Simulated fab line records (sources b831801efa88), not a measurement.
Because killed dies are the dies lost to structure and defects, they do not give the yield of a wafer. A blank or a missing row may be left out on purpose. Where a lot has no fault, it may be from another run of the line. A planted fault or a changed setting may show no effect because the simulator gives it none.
Problem report in the 8D (eight disciplines) form, filled by code	flow sky130	the parts of the form that need people (team, actions taken, sign-off) are left out

== 1. WHAT WENT WRONG ==
CAPM_CVD_00_THK at SKY_CAPM_THK_MEAS_01 reads a mean of 21.28 nm on 6 wafers of 2 lots; wafers without a fault read 15.48 nm with a standard deviation of 0.23. Measured from the usual mean, that is +25 standard deviations.
First observed at day 37 20:08: wafer L843.2, on film_metro-03. The record holds 30 wafers of 10 lots with a number at this step. Rule for "out", or "out of limits": more than 4 standard deviations from the usual mean. All remaining wafers that have a number are taken as sound.

== 2. WHAT IT IS; WHAT IT IS NOT ==
question	is	is not
which readings at this step	CAPM_CVD_00_THK	-
which lots	L843, L845	L839, L840, L841, L844, L857, L860, L861, L862
which wafers of those lots	all that have a number	-
read on which gauges	film_metro-03, film_metro-04	-
when	from day 37 20:08	up to then (9 sound wafers); but 15 sound wafers of L844, L857, L860, L861, L862 came after

== 3. WHAT RULES OUT EACH SUSPECT ==
Counting: any tool at a process step up to the reading is kept as a suspect provided that every lot that is out went through it and no sound lot did after the first of them.
- the gauge at SKY_CAPM_THK_MEAS_01 has been ruled out. 2 gauges (film_metro-03, film_metro-04) read the wafers that are out.
- rie_metal-02 at SKY_METAL2_METAL_ETCH_19 (etches the open film in Cl2/BCl3, stops on SiO2, target depth 360 nm, time 78 s): ruled out as a lasting fault. Following L843 (day 36 14:41), the first lot on it that is out, the sound lots L844, L857, L861 were run on it.
- pecvd-01 at SKY_CAPM_CVD_00 (deposits SiO2, target thk 15.5 nm): ruled out as a lasting fault. Following L843 (day 37 20:07), the first lot on it that is out, the sound lots L860, L861, L862 were run on it.
Left after counting: nothing in the record.

== 4. THE CAUSE (what the simulator had put in) ==
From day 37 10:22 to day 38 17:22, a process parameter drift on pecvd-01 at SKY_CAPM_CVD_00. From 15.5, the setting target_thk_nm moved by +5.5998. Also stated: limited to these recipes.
The count ruled it out by mistake, since the rule takes a fault to strike every lot its tool runs from the start of the fault on, and this one did not do so.

== 5. THE EFFECT CHAIN, in route order ==
Rows list readings where the struck wafers' mean (over those with a number) sits beyond 3 standard deviations from the usual. Readings are gone through only where the record gives a usual standard deviation; hours: the median, over the lots, of the time from a lot's start at the first step in this table giving one to that lot's start at this step; sigmas: the change measured in usual standard deviations.
hours	step	reading	usual	on struck wafers	change	sigmas
0	SKY_CAPM_THK_MEAS_01	CAPM_CVD_00_THK	15.48 nm	21.28	+5.80	+25
51	SKY_METAL3_ETCH_17	oes_product_au	0.754 a.u.	0.897	+0.143	+21
It contains these process steps:
- SKY_METAL3_ETCH_17: etches SiO2 in C4F8/O2/Ar, stops on TiN, time 3.9 s, target depth 15 nm.

== 6. WHAT WOULD HAVE CAUGHT IT SOONER ==
Counted from the fault's start at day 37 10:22, it took 10 hours until the first out-of-limits reading at a measuring or inspecting step in this record, taken at day 37 20:08.
No tool reading at SKY_CAPM_CVD_00 that has a usual standard deviation in the record was out on any struck wafer, so an alarm limit of 4 standard deviations on those readings would not have fired.
